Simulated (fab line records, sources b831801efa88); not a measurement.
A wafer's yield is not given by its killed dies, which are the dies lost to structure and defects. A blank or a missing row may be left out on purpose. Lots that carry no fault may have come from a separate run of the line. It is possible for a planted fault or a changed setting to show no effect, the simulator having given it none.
fab line records	flow sky130
record lots=11	wafers=33	last-day=50
route steps=708 shown LOCAL_INTERCONNECT@401 CONTACT@406 PAD_OPEN@708
lots untouched by any fault: they come from a run of this same line in which no faults occurred
start-h: the number of hours between the record's first day and the start of the first shown wafer of the lot	wait-h: time in hours since the lot's previous step	" repeats the value in the row above	L1.1+2: a row that stands for several wafers	- either no value or no given start	* or withheld: withheld	< > ~ a bound
route shown NAME@n: a module of which the file shows steps, and the number in the route of the first	usual: the fault-free wafers' mean and standard deviation	same: alike in all rows	chamber/n: place in a boat	sites: each site's reading	_std_site: standard deviation across them	_edge_site: outer sites' mean less inner sites'	radius-mm: for every site, how far away it sits from the centre of the wafer	mask NAME#n: copy n	behind: the last tool/chamber to shape the wafer	hold: why the lot went on hold/how many hours it stayed there/how the hold came to an end	device: the n, p or np transistor that did not switch	end of line: the same wafers' tests at the end of the route	a step given without rows: its recipe and nothing more	killed: at the first sort, the dies lost to defects and structure; wafer yield is something else	map: a wafer's dies, marking killed ones x, the rest . and places with no die _
set.NAME: the setting as run; set.NAME@STEP: as run at that earlier step	model.NAME: the simulator's own value behind a step, which no gauge read
route steps across a sampled set of lots; one table per step, one row per wafer
services: a tool's chamber out of use, with start hour (start-h, from the record's first day; less than 0 if before it), hours out, and reason
## steps
# step SKY_LOCAL_INTERCONNECT_METAL_ETCH_14
# recipe target-depth-nm=110	stop-on=PSG	chemistry=Cl2/BCl3	target=TiN	resist-sidewall-deg=88	pressure-mtorr=10	icp-w=900	bias-w=48.5	Cl2_flow_sccm=60	bcl3-flow-sccm=30	time-s=31.4
# usual bcl3-flow-sccm=30.01/0.081	drypump-motor-current-A=5.9/0.38	mfc-cl2-sccm=60.00/0.18	oes-product-au=0.942/0.008	rf-fwd-power-W=889/5.1	throttle-valve-pct=21.901/0.011
lot.wafer	tool	chamber	start-h	wait-h	bcl3-flow-sccm	drypump-motor-current-A	mfc-cl2-sccm	oes-product-au	rf-fwd-power-W	rf-hours-counter-h	throttle-valve-pct
L332.1	rie-metal-04	1	711.62	0.0	30.07	5.8	59.87	0.931	888	2	21.906
L332.4	"	1	"	"	30.15	5.8	59.93	0.934	890	-	21.906
L332.5	"	1	"	"	30.06	5.8	60.15	0.924	886	-	21.920
L333.1	rie-metal-01	1	722.30	0.0	30.05	6.0	60.08	0.939	891	16	21.898
L333.2	"	0	"	"	30.03	6.1	59.92	0.947	881	3	21.882
L333.5	"	1	"	"	30.01	6.0	60.27	0.937	887	-	21.888
L336.2	rie-metal-02	1	747.78	0.0	30.03	6.6	60.10	0.949	883	16	21.898
L336.3	"	1	"	"	30.03	6.6	60.42	0.937	881	-	21.897
L336.5	"	0	"	"	29.94	5.8	59.94	0.942	894	-	21.887
L339.2	rie-metal-04	1	772.92	0.0	30.09	5.8	60.08	0.937	890	4	21.897
L339.3	"	1	"	"	30.02	5.8	59.82	0.943	883	-	21.888
L339.6	"	1	"	"	29.98	5.8	59.88	0.950	887	-	21.881
L343.3	rie-metal-04	1	803.67	0.0	30.07	5.9	60.18	0.931	888	-	21.908
L343.4	"	0	"	"	30.05	5.4	59.74	0.939	890	-	21.909
L343.6	"	0	"	"	30.05	5.4	60.02	0.946	889	-	21.899
L345.1	rie-metal-04	0	830.72	0.0	30.06	5.3	60.34	0.939	893	5	21.891
L345.2	"	1	"	"	29.97	5.9	59.79	0.944	888	6	21.912
L345.6	"	1	"	"	30.00	5.9	59.92	0.950	887	-	21.897
L347.1	rie-metal-01	0	836.31	0.0	29.89	6.2	59.56	0.941	886	8	21.919
L347.2	"	1	"	"	30.10	6.0	59.90	0.940	891	3	21.892
L347.5	"	0	"	"	30.04	6.2	59.93	0.933	884	-	21.896
L346.4	rie-metal-02	0	838.34	0.0	29.92	5.8	60.02	0.926	893	-	21.919
L346.5	"	1	"	"	30.18	6.6	59.82	0.935	882	-	21.915
L346.6	"	0	"	"	29.92	5.8	60.11	0.933	896	-	21.915
L348.2	rie-metal-01	1	856.64	0.1	30.01	6.0	60.04	0.952	892	4	21.889
L348.3	"	1	"	"	30.09	6.0	60.02	0.946	889	-	21.916
L348.6	"	1	"	"	29.98	6.0	59.95	0.939	889	-	21.894
L352.1	rie-metal-04	1	869.77	0.0	29.93	5.8	59.96	0.940	891	7	21.904
L352.2	"	0	"	"	30.04	5.3	59.82	0.945	893	7	21.908
L352.4	"	1	"	"	30.05	5.8	59.96	0.943	889	-	21.907
L354.2	rie-metal-02	1	881.03	0.1	30.14	6.6	60.13	0.935	882	4	21.901
L354.5	"	1	"	"	30.02	6.6	60.06	0.936	881	-	21.889
L354.6	"	0	"	"	30.06	5.8	60.34	0.934	895	-	21.890
# step SKY_LOCAL_INTERCONNECT_STRIP_15
# recipe chemistry=O2/N2	power-w=1400	pressure-mtorr=1500	platen-temp-c=withheld	o2-flow-sccm=3000	n2-flow-sccm=300	overash-fraction=0.5
# usual drypump-motor-current-A=5.8/0.45	oes-product-au=0.427/0.0045	strip-time-to-endpoint-s=4.727/0.018
lot.wafer	tool	chamber	start-h	wait-h	drypump-motor-current-A	oes-product-au	rf-hours-counter-h	strip-time-to-endpoint-s
L332.1	plasma-asher-03	1	711.67	0.0	5.8	0.431	99	4.719
L332.4	"	1	"	"	5.8	0.436	-	4.728
L332.5	"	0	"	"	6.5	0.425	-	4.741
L333.1	plasma-asher-01	0	722.35	0.0	5.1	0.428	92	4.768
L333.2	"	1	"	"	5.7	0.427	92	4.736
L333.5	"	1	"	"	5.8	0.430	-	4.764
L336.2	plasma-asher-03	0	747.83	0.0	6.4	0.428	1	4.740
L336.3	"	0	"	"	6.5	0.431	-	4.729
L336.5	"	1	"	"	5.8	0.428	-	4.726
L339.2	plasma-asher-01	0	772.97	0.0	5.1	0.424	97	4.713
L339.3	"	1	"	"	5.7	0.430	-	4.718
L339.6	"	0	"	"	5.1	0.428	-	4.729
L343.3	plasma-asher-02	0	803.74	0.1	5.3	0.431	-	4.730
L343.4	"	1	"	"	6.0	0.420	-	4.713
L343.6	"	0	"	"	5.3	0.424	-	4.743
L345.1	plasma-asher-01	0	830.77	0.0	5.1	0.437	103	4.696
L345.2	"	1	"	"	5.7	0.432	103	4.742
L345.6	"	1	"	"	5.7	0.424	-	4.710
L347.1	plasma-asher-03	1	836.36	0.0	5.8	0.430	10	4.741
L347.2	"	0	"	"	6.5	0.425	10	4.722
L347.5	"	1	"	"	5.8	0.431	-	4.731
L346.4	plasma-asher-02	0	838.41	0.1	5.3	0.425	-	4.726
L346.5	"	1	"	"	6.1	0.430	-	4.696
L346.6	"	0	"	"	5.3	0.424	-	4.692
L348.2	plasma-asher-02	1	856.71	0.0	6.1	0.427	43	4.722
L348.3	"	0	"	"	5.3	0.425	-	4.743
L348.6	"	0	"	"	5.3	0.426	-	4.741
L352.1	plasma-asher-02	1	869.82	0.0	6.1	0.436	44	4.709
L352.2	"	0	"	"	5.3	0.428	44	4.708
L352.4	"	1	"	"	6.1	0.426	-	4.707
L354.2	plasma-asher-03	0	881.10	0.0	6.5	0.426	15	4.739
L354.5	"	1	"	"	5.8	0.420	-	4.720
L354.6	"	0	"	"	6.5	0.419	-	4.706
# step SKY_CONTACT_CVD_00
# recipe material=Si3N4	target-thk-nm=75	temp-c=400	time-s=withheld	rf-w=450
# usual heater-power-outer-w=417/53	heater-power-w=704/81	rf-fwd-power-W=445.1/1.6
lot.wafer	tool	chamber	start-h	wait-h	heater-power-outer-w	heater-power-w	rf-fwd-power-W
L332.1	pecvd-02	1	712.27	0.0	520	862	443.5
L332.4	"	2	"	"	430	756	445.8
L332.5	"	1	"	"	532	865	445.8
L333.1	pecvd-03	0	722.94	0.0	446	753	447.0
L333.2	"	1	"	"	453	728	441.9
L333.5	"	0	"	"	443	773	445.5
L336.2	pecvd-03	1	748.76	0.0	518	838	445.7
L336.3	"	0	"	"	440	766	447.4
L336.5	"	0	"	"	430	768	446.1
L339.2	pecvd-02	1	773.56	0.0	478	804	445.6
L339.3	"	2	"	"	380	677	448.4
L339.6	"	2	"	"	397	689	447.7
L343.3	pecvd-01	1	804.30	0.0	453	754	444.2
L343.4	"	2	"	"	333	543	445.6
L343.6	"	1	"	"	447	793	445.4
L345.1	pecvd-03	1	831.36	0.0	-	-	-
L345.2	"	2	"	"	-	-	-
L345.6	"	2	"	"	-	-	-
L347.1	pecvd-02	0	836.95	0.0	-	-	-
L347.2	"	2	"	"	-	-	-
L347.5	"	2	"	"	-	-	-
L346.4	pecvd-02	0	838.98	0.0	-	-	-
L346.5	"	0	"	"	-	-	-
L346.6	"	2	"	"	-	-	-
L348.2	pecvd-01	1	857.34	0.0	423	746	444.2
L348.3	"	2	"	"	389	632	445.9
L348.6	"	0	"	"	371	630	445.3
L352.1	pecvd-03	0	870.41	0.0	415	717	446.7
L352.2	"	1	"	"	511	823	441.5
L352.4	"	0	"	"	406	698	446.2
L354.2	pecvd-02	1	881.75	0.0	515	833	445.2
L354.5	"	1	"	"	523	856	445.4
L354.6	"	0	"	"	427	753	445.2
# step SKY_CONTACT_BOW_MEAS_05
# recipe mode=bow
# usual CONTACT_BOW=82/6.6
lot.wafer	tool	chamber	start-h	wait-h	CONTACT_BOW[um]
L332.1	film-metro-04	-	712.80	0.2	78
L332.4	"	-	"	"	74
L332.5	"	-	"	"	84
L333.1	film-metro-03	-	723.75	0.1	65
L333.2	"	-	"	"	85
L333.5	"	-	"	"	77
L336.2	film-metro-04	-	749.60	0.2	88
L336.3	"	-	"	"	86
L336.5	"	-	"	"	75
L339.2	film-metro-04	-	774.11	0.2	90
L339.3	"	-	"	"	82
L339.6	"	-	"	"	83
L343.3	film-metro-01	-	804.86	0.1	86
L343.4	"	-	"	"	72
L343.6	"	-	"	"	87
L345.1	film-metro-04	-	831.90	0.1	88
L345.2	"	-	"	"	81
L345.6	"	-	"	"	82
L347.1	film-metro-01	-	837.63	0.1	84
L347.2	"	-	"	"	81
L347.5	"	-	"	"	85
L346.4	film-metro-03	-	839.56	0.2	86
L346.5	"	-	"	"	80
L346.6	"	-	"	"	94
L348.2	film-metro-01	-	857.88	0.2	90
L348.3	"	-	"	"	81
L348.6	"	-	"	"	80
L352.1	film-metro-01	-	870.94	0.1	90
L352.2	"	-	"	"	71
L352.4	"	-	"	"	72
L354.2	film-metro-04	-	882.29	0.2	84
L354.5	"	-	"	"	85
L354.6	"	-	"	"	90
# step SKY_CONTACT_ETCH_18
# recipe target=Si3N4	chemistry=CHF3/O2	stop-on=TiN	source-w=600	bias-w=200	pressure-mtorr=40	chf3-flow-sccm=50	O2_flow_sccm=5	time-s=39	target-depth-a=750
# usual drypump-motor-current-A=5.5/0.31	oes-product-au=0.856/0.0082	rf-fwd-power-W=592.8/2.5	throttle-valve-pct=8.793/0.0081
lot.wafer	tool	chamber	start-h	wait-h	drypump-motor-current-A	oes-product-au	rf-fwd-power-W	rf-hours-counter-h	throttle-valve-pct
L332.1	rie-diel-02	3	-	-	5.5	0.859	601.0	37	8.782
L332.4	"	2	"	"	6.0	0.863	593.3	6	8.798
L332.5	"	1	"	"	5.1	0.861	591.0	-	8.793
L333.1	rie-diel-04	2	-	-	5.1	0.851	591.6	9	8.794
L333.2	"	1	"	"	6.2	0.852	588.5	8	8.790
L333.5	"	3	"	"	5.4	0.852	597.3	-	8.797
L336.2	rie-diel-02	2	-	-	6.0	0.852	594.4	7	8.797
L336.3	"	1	"	"	5.1	0.851	591.3	20	8.808
L336.5	"	3	"	"	5.5	0.870	599.4	-	8.794
L339.2	rie-diel-03	3	-	-	5.5	0.845	589.7	21	8.792
L339.3	"	0	"	"	5.7	0.857	592.1	11	8.793
L339.6	"	3	"	"	5.6	0.865	590.1	-	8.804
L343.3	rie-diel-04	2	-	-	5.1	0.858	587.2	11	8.785
L343.4	"	1	"	"	6.2	0.846	589.0	11	8.799
L343.6	"	2	"	"	5.1	0.858	589.2	-	8.788
L345.1	rie-diel-03	1	-	-	5.4	0.367	592.6	16	8.675
L345.2	"	0	"	"	5.7	0.376	593.7	13	8.677
L345.6	"	2	"	"	5.5	0.383	595.2	-	8.671
L347.1	rie-diel-02	2	-	-	6.0	0.376	594.8	9	8.673
L347.2	"	0	"	"	5.2	0.379	595.9	5	8.665
L347.5	"	1	"	"	5.1	0.378	589.3	-	8.672
L346.4	rie-diel-02	0	-	-	5.2	0.381	594.3	5	8.672
L346.5	"	2	"	"	6.0	0.380	594.5	-	8.687
L346.6	"	1	"	"	5.1	0.369	591.2	-	8.682
L348.2	rie-diel-03	2	-	-	5.5	0.866	593.1	12	8.781
L348.3	"	1	"	"	5.4	0.847	590.9	17	8.785
L348.6	"	2	"	"	5.5	0.853	596.7	-	8.788
L352.1	rie-diel-03	0	-	-	5.8	0.845	592.1	14	8.793
L352.2	"	2	"	"	5.5	0.853	593.1	12	8.784
L352.4	"	3	"	"	5.5	0.870	594.3	25	8.797
L354.2	rie-diel-03	1	-	-	5.4	0.848	591.7	18	8.795
L354.5	"	0	"	"	5.7	0.856	591.1	-	8.803
L354.6	"	3	"	"	5.5	0.864	591.9	-	8.795
# step SKY_PAD_OPEN_PROBE_99
# usual killed_at_M0_to_M3=42/6.4	killed_at_M4_up=3.0/2	killed-at-contacts=24/5.2	killed-at-front-end=14/4.2	killed-at-other=0.4/0.72	killed-dies=84/9	killed-on-rim=16/3.7	killed-open=46/6.6	killed-short=38/6
# same gross-dies=492	killed-at-back-side=0
lot.wafer	tool	chamber	start-h	wait-h	killed_at_M0_to_M3	killed_at_M4_up	killed-at-contacts	killed-at-front-end	killed-at-other	killed-dies	killed-on-rim	killed-open	killed-short
L332.1	prober-02	-	1081.15	0.1	34	2	28	15	1	80	18	47	32
L332.4	prober-02	-	1081.30	0.2	36	2	17	7	0	62	13	37	25
L332.5	prober-02	-	1081.35	0.2	44	1	26	21	0	92	13	54	37
L333.1	prober-01	-	1089.88	0.1	33	2	16	15	0	66	18	41	25
L333.2	prober-01	-	1089.93	0.1	31	2	18	22	0	73	7	38	35
L333.5	prober-01	-	1090.08	0.2	38	4	17	12	0	71	16	37	34
L336.2	prober-02	-	1109.10	0.1	35	2	29	13	0	79	14	45	34
L336.3	prober-02	-	1109.15	0.2	44	2	20	7	0	73	22	38	35
L336.5	prober-02	-	1109.25	0.2	52	2	24	14	1	93	21	48	45
L339.2	prober-01	-	1125.43	0.1	44	8	24	16	0	92	18	46	43
L339.3	prober-01	-	1125.48	0.2	44	3	25	10	1	83	18	36	45
L339.6	prober-01	-	1125.63	0.2	47	3	36	10	0	96	13	47	49
L343.3	prober-01	-	1145.90	0.2	43	3	28	5	0	79	15	38	40
L343.4	prober-01	-	1145.95	0.2	43	2	21	12	0	78	18	47	30
L343.6	prober-01	-	1146.05	0.2	36	2	32	11	3	84	21	48	33
L345.1	prober-02	-	1164.84	0.1	53	2	426	11	0	492	96	49	37
L345.2	prober-02	-	1164.89	0.1	44	4	428	16	0	492	96	59	32
L345.6	prober-02	-	1165.09	0.2	52	1	426	12	1	492	96	58	39
L347.1	prober-01	-	1169.71	0.1	48	5	433	6	0	492	96	41	33
L347.2	prober-01	-	1169.76	0.1	42	2	437	11	0	492	96	41	34
L347.5	prober-01	-	1169.91	0.2	38	4	440	10	0	492	96	47	32
L346.4	prober-02	-	1172.66	0.2	37	3	434	18	0	492	96	53	41
L346.5	prober-02	-	1172.71	0.2	43	2	431	15	1	492	96	47	31
L346.6	prober-02	-	1172.76	0.2	52	4	418	17	1	492	96	49	48
L348.2	prober-02	-	1183.63	0.1	53	1	12	10	1	77	17	35	42
L348.3	prober-02	-	1183.68	0.2	40	2	24	6	1	73	10	36	37
L348.6	prober-02	-	1183.83	0.2	38	6	28	12	1	85	18	45	39
L352.1	prober-01	-	1193.94	0.1	30	1	25	16	0	72	16	45	27
L352.2	prober-01	-	1193.99	0.1	42	1	29	11	0	83	15	39	44
L352.4	prober-01	-	1194.09	0.2	46	1	28	17	0	92	21	55	37
L354.2	prober-01	-	1200.24	0.1	42	1	25	14	2	84	10	43	39
L354.5	prober-01	-	1200.39	0.2	39	1	23	17	4	84	11	41	39
L354.6	prober-01	-	1200.44	0.2	49	3	25	10	4	91	19	48	40
# killed by level:class
L332.1 CONTACT:geometric-particle:open=11 LI_CONTACT:geometric-particle:open=8 VIA1:geometric-particle:open=8 METAL2:geometric-particle:short=6 VIA3:geometric-particle:open=6 LI_CONTACT:geometric-particle:short=5 POLY_GATE:geometric-particle:short=4 VIA3:geometric-particle:short=4
L332.4 VIA1:geometric-particle:open=11 CONTACT:geometric-particle:open=8 VIA3:geometric-particle:open=8 VIA1:geometric-particle:short=5 POLY_GATE:geometric-particle:open=3 LI_CONTACT:geometric-particle:short=3 CONTACT:geometric-particle:short=3 VIA3:geometric-particle:short=3
L332.5 VIA1:geometric-particle:open=17 LI_CONTACT:geometric-particle:open=10 CONTACT:geometric-particle:open=8 VIA1:geometric-particle:short=7 FIELD_ISO:geometric-particle:short=6 VIA3:geometric-particle:open=6 METAL2:geometric-particle:short=5 FIELD_ISO:geometric-particle:open=4
L333.1 VIA1:geometric-particle:open=9 VIA2:geometric-particle:open=8 FIELD_ISO:geometric-particle:open=5 FIELD_ISO:geometric-particle:short=5 METAL1:geometric-particle:short=4 LI_CONTACT:geometric-particle:open=4 LOCAL_INTERCONNECT:geometric-particle:short=4 CONTACT:geometric-particle:open=4
L333.2 VIA1:geometric-particle:open=7 CONTACT:geometric-particle:open=6 VIA3:geometric-particle:open=5 POLY_GATE:geometric-particle:open=5 POLY_GATE:geometric-particle:short=5 METAL2:geometric-particle:short=5 FIELD_ISO:geometric-particle:open=4 LI_CONTACT:geometric-particle:open=4
L333.5 VIA1:geometric-particle:open=7 METAL2:geometric-particle:short=6 CONTACT:geometric-particle:open=6 LI_CONTACT:geometric-particle:open=5 VIA2:geometric-particle:short=5 VIA3:geometric-particle:open=4 CONTACT:geometric-particle:short=4 POLY_GATE:geometric-particle:short=3
L336.2 VIA1:geometric-particle:open=10 CONTACT:geometric-particle:open=9 LOCAL_INTERCONNECT:geometric-particle:short=7 VIA1:geometric-particle:short=6 LI_CONTACT:geometric-particle:open=5 VIA2:geometric-particle:open=5 LI_CONTACT:geometric-particle:short=4 VIA2:geometric-particle:short=4
L336.3 CONTACT:geometric-particle:open=6 VIA1:geometric-particle:open=6 VIA1:geometric-particle:short=6 VIA2:geometric-particle:open=6 LI_CONTACT:geometric-particle:open=5 METAL1:geometric-particle:short=5 VIA2:geometric-particle:short=5 LOCAL_INTERCONNECT:geometric-particle:short=4
L336.5 CONTACT:geometric-particle:open=9 VIA3:geometric-particle:open=8 VIA1:geometric-particle:open=7 VIA2:geometric-particle:open=7 METAL1:geometric-particle:short=6 VIA1:geometric-particle:short=6 LI_CONTACT:geometric-particle:open=5 LOCAL_INTERCONNECT:geometric-particle:short=5
L339.2 VIA1:geometric-particle:open=10 METAL2:geometric-particle:short=9 CONTACT:geometric-particle:open=8 LI_CONTACT:geometric-particle:open=7 METAL1:geometric-particle:short=6 VIA3:geometric-particle:open=6 FIELD_ISO:geometric-particle:short=5 POLY_GATE:geometric-particle:short=5
L339.3 VIA1:geometric-particle:open=13 METAL2:geometric-particle:short=10 LI_CONTACT:geometric-particle:open=6 CONTACT:geometric-particle:short=6 FIELD_ISO:geometric-particle:short=5 LI_CONTACT:geometric-particle:short=5 CONTACT:geometric-particle:open=5 VIA2:geometric-particle:open=5
L339.6 LI_CONTACT:geometric-particle:open=15 METAL1:geometric-particle:short=9 CONTACT:geometric-particle:short=8 VIA1:geometric-particle:open=8 CONTACT:geometric-particle:open=6 VIA3:geometric-particle:open=6 VIA1:geometric-particle:short=6 METAL2:geometric-particle:short=5
L343.3 VIA1:geometric-particle:open=9 LI_CONTACT:geometric-particle:open=8 METAL2:geometric-particle:short=7 LI_CONTACT:geometric-particle:short=6 CONTACT:geometric-particle:open=6 VIA1:geometric-particle:short=5 VIA2:geometric-particle:open=5 VIA3:geometric-particle:open=5
L343.4 VIA2:geometric-particle:open=11 CONTACT:geometric-particle:open=8 METAL2:geometric-particle:short=7 VIA1:geometric-particle:open=6 VIA3:geometric-particle:open=6 LI_CONTACT:geometric-particle:open=5 METAL1:geometric-particle:short=5 FIELD_ISO:geometric-particle:open=3
L343.6 CONTACT:geometric-particle:open=17 VIA1:geometric-particle:open=10 LI_CONTACT:geometric-particle:open=6 METAL1:geometric-particle:short=5 METAL2:geometric-particle:short=5 LI_CONTACT:geometric-particle:short=4 VIA1:geometric-particle:short=4 FIELD_ISO:geometric-particle:short=3
L345.1 CONTACT:area-cvd=406 CONTACT:geometric-particle:open=9 VIA3:geometric-particle:open=8 VIA2:geometric-particle:open=8 VIA1:geometric-particle:open=7 LI_CONTACT:geometric-particle:open=6 VIA1:geometric-particle:short=6 METAL1:geometric-particle:short=6
L345.2 CONTACT:area-cvd=401 LI_CONTACT:geometric-particle:open=13 VIA1:geometric-particle:open=12 CONTACT:geometric-particle:open=9 VIA3:geometric-particle:open=6 VIA2:geometric-particle:open=6 POLY_GATE:geometric-particle:short=5 POLY_GATE:geometric-particle:open=4
L345.6 CONTACT:area-cvd=395 VIA2:geometric-particle:open=16 CONTACT:geometric-particle:open=8 LOCAL_INTERCONNECT:geometric-particle:short=7 LI_CONTACT:geometric-particle:open=7 VIA1:geometric-particle:short=7 VIA1:geometric-particle:open=7 VIA3:geometric-particle:open=6
L347.1 CONTACT:area-cvd=418 VIA1:geometric-particle:open=8 VIA2:geometric-particle:open=8 VIA3:geometric-particle:open=8 METAL1:geometric-particle:short=6 METAL2:geometric-particle:short=6 CONTACT:geometric-particle:open=5 METAL4:geometric-particle:short=4
L347.2 CONTACT:area-cvd=417 VIA1:geometric-particle:open=10 METAL2:geometric-particle:short=8 VIA3:geometric-particle:open=7 CONTACT:geometric-particle:open=6 LI_CONTACT:geometric-particle:open=5 LOCAL_INTERCONNECT:geometric-particle:short=5 VIA2:geometric-particle:open=4
L347.5 CONTACT:area-cvd=413 CONTACT:geometric-particle:open=10 LI_CONTACT:geometric-particle:open=7 VIA1:geometric-particle:open=7 VIA3:geometric-particle:open=6 CONTACT:geometric-particle:short=5 METAL2:geometric-particle:short=5 VIA2:geometric-particle:open=5
L346.4 CONTACT:area-cvd=397 CONTACT:geometric-particle:open=14 VIA1:geometric-particle:open=14 LI_CONTACT:geometric-particle:short=7 LOCAL_INTERCONNECT:geometric-particle:short=7 VIA2:geometric-particle:open=6 LI_CONTACT:geometric-particle:open=5 FIELD_ISO:geometric-particle:short=4
L346.5 CONTACT:area-cvd=414 VIA2:geometric-particle:open=11 VIA1:geometric-particle:open=9 VIA3:geometric-particle:open=8 FIELD_ISO:geometric-particle:short=5 CONTACT:geometric-particle:open=5 VIA1:geometric-particle:short=5 CONTACT:geometric-particle:short=4
L346.6 CONTACT:area-cvd=395 VIA1:geometric-particle:open=11 METAL2:geometric-particle:short=9 FIELD_ISO:geometric-particle:short=8 LI_CONTACT:geometric-particle:open=8 VIA2:geometric-particle:open=7 VIA1:geometric-particle:short=6 POLY_GATE:geometric-particle:open=4
L348.2 VIA1:geometric-particle:open=17 VIA1:geometric-particle:short=9 METAL2:geometric-particle:short=8 CONTACT:geometric-particle:short=5 METAL1:geometric-particle:short=4 CONTACT:geometric-particle:open=4 VIA2:geometric-particle:open=4 METAL3:geometric-particle:short=3
L348.3 METAL1:geometric-particle:short=10 LI_CONTACT:geometric-particle:open=8 CONTACT:geometric-particle:short=6 VIA1:geometric-particle:open=6 VIA3:geometric-particle:open=6 CONTACT:geometric-particle:open=5 METAL2:geometric-particle:short=5 VIA2:geometric-particle:short=4
L348.6 CONTACT:geometric-particle:open=9 LI_CONTACT:geometric-particle:open=6 CONTACT:geometric-particle:short=6 METAL2:geometric-particle:short=6 VIA3:geometric-particle:open=6 METAL1:geometric-particle:short=5 VIA1:geometric-particle:open=5 VIA2:geometric-particle:open=5
L352.1 LI_CONTACT:geometric-particle:open=8 CONTACT:geometric-particle:open=8 VIA1:geometric-particle:open=7 VIA2:geometric-particle:open=7 VIA3:geometric-particle:open=5 FIELD_ISO:geometric-particle:short=4 FIELD_ISO:geometric-particle:open=4 LI_CONTACT:geometric-particle:short=3
L352.2 VIA1:geometric-particle:open=11 CONTACT:geometric-particle:short=9 CONTACT:geometric-particle:open=8 METAL1:geometric-particle:short=7 LI_CONTACT:geometric-particle:open=6 METAL2:geometric-particle:short=6 VIA1:geometric-particle:short=5 POLY_GATE:geometric-particle:short=4
L352.4 CONTACT:geometric-particle:open=14 LI_CONTACT:geometric-particle:open=10 VIA1:geometric-particle:open=9 VIA1:geometric-particle:short=7 METAL1:geometric-particle:short=6 METAL2:geometric-particle:short=5 VIA2:geometric-particle:open=5 VIA3:geometric-particle:open=5
L354.2 VIA1:geometric-particle:open=15 CONTACT:geometric-particle:open=11 METAL2:geometric-particle:short=7 CONTACT:geometric-particle:short=7 POLY_GATE:geometric-particle:short=5 METAL1:geometric-particle:short=5 LI_CONTACT:geometric-particle:open=5 VIA3:geometric-particle:open=5
L354.5 VIA1:geometric-particle:open=11 POLY_GATE:geometric-particle:open=8 CONTACT:geometric-particle:open=8 CONTACT:geometric-particle:short=8 FIELD_ISO:geometric-particle:short=5 METAL3:geometric-particle:short=5 VIA1:geometric-particle:short=4 VIA2:geometric-particle:open=4
L354.6 CONTACT:geometric-particle:short=11 VIA2:geometric-particle:open=9 VIA3:geometric-particle:open=9 LI_CONTACT:geometric-particle:open=8 VIA1:geometric-particle:open=8 METAL2:geometric-particle:short=5 VIA1:geometric-particle:short=5 METAL3:geometric-particle:short=5
## services
tool	chamber	start-h	hours	kind
pecvd-01	2	691.35	13.5	repair
rie-diel-02	1	704.63	3.4	repair
rie-diel-02	0	724.29	1.7	repair
pecvd-02	1	731.41	7.7	repair
plasma-asher-03	-	733.75	9.0	pm
rie-metal-02	1	734.07	4.8	repair
rie-metal-02	0	734.46	7.6	repair
plasma-asher-02	-	745.85	2.8	pm
rie-diel-03	3	753.62	11.4	repair
rie-diel-03	2	780.34	10.8	repair
rie-diel-02	2	781.62	3.8	repair
pecvd-01	-	791.57	6.0	pm
rie-metal-04	-	792.49	0.7	repair
rie-diel-02	2	806.24	23.3	repair
plasma-asher-03	-	810.13	3.1	repair
rie-metal-01	-	810.29	0.5	repair
pecvd-01	2	810.54	14.2	repair
pecvd-02	1	818.12	-	clean
pecvd-02	-	862.00	2.8	pm
pecvd-02	0	866.91	5.0	repair
rie-diel-04	3	881.44	7.2	repair
pecvd-03	2	885.65	4.1	repair
rie-diel-04	0	896.31	7.1	repair
pecvd-01	-	905.56	2.7	repair
## key
first-sign step=SKY_CONTACT_CVD_00	reading=tool-record	direction=missing
effect step=SKY_CONTACT_ETCH_18	reading=oes-product-au	direction=down	sigmas=58	usual=0.856	struck=0.377
effect step=SKY_PAD_OPEN_PROBE_99	reading=killed-at-contacts	direction=up	sigmas=78	usual=24	struck=430
more-kills-born-at SKY_CONTACT_CVD_00@pecvd-02=2446	SKY_CONTACT_CVD_00@pecvd-03=1201
met-at SKY_CONTACT_CVD_00
struck-lots L345,L346,L347
later-rows-left-out L345.1,L345.2,L345.6,L346.4,L346.5,L346.6,L347.1,L347.2,L347.5
tester-left-out L345,L346,L347
not-acting-at SKY_LOCAL_INTERCONNECT_METAL_ETCH_14,SKY_LOCAL_INTERCONNECT_STRIP_15,SKY_CONTACT_BOW_MEAS_05
onset-between 773.56 831.36
fault kind=skipped-step-whole	tool=pecvd-02,pecvd-03	chamber=-	onset-h=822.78	steps=SKY_CONTACT_CVD_00	scope=struck-lots-only
# tester-left-out: of these lots the tester's yield and bins aren't shown, on N5 and GAA mostly nor the transistor test; their killed dies are dies lost to structure and defects alone, not to doping, threshold or leakage, so they don't give the yield
# later-rows-left-out: the simulator's readings of these wafers behind a module that went badly wrong aren't trusted and aren't shown, but for the sort
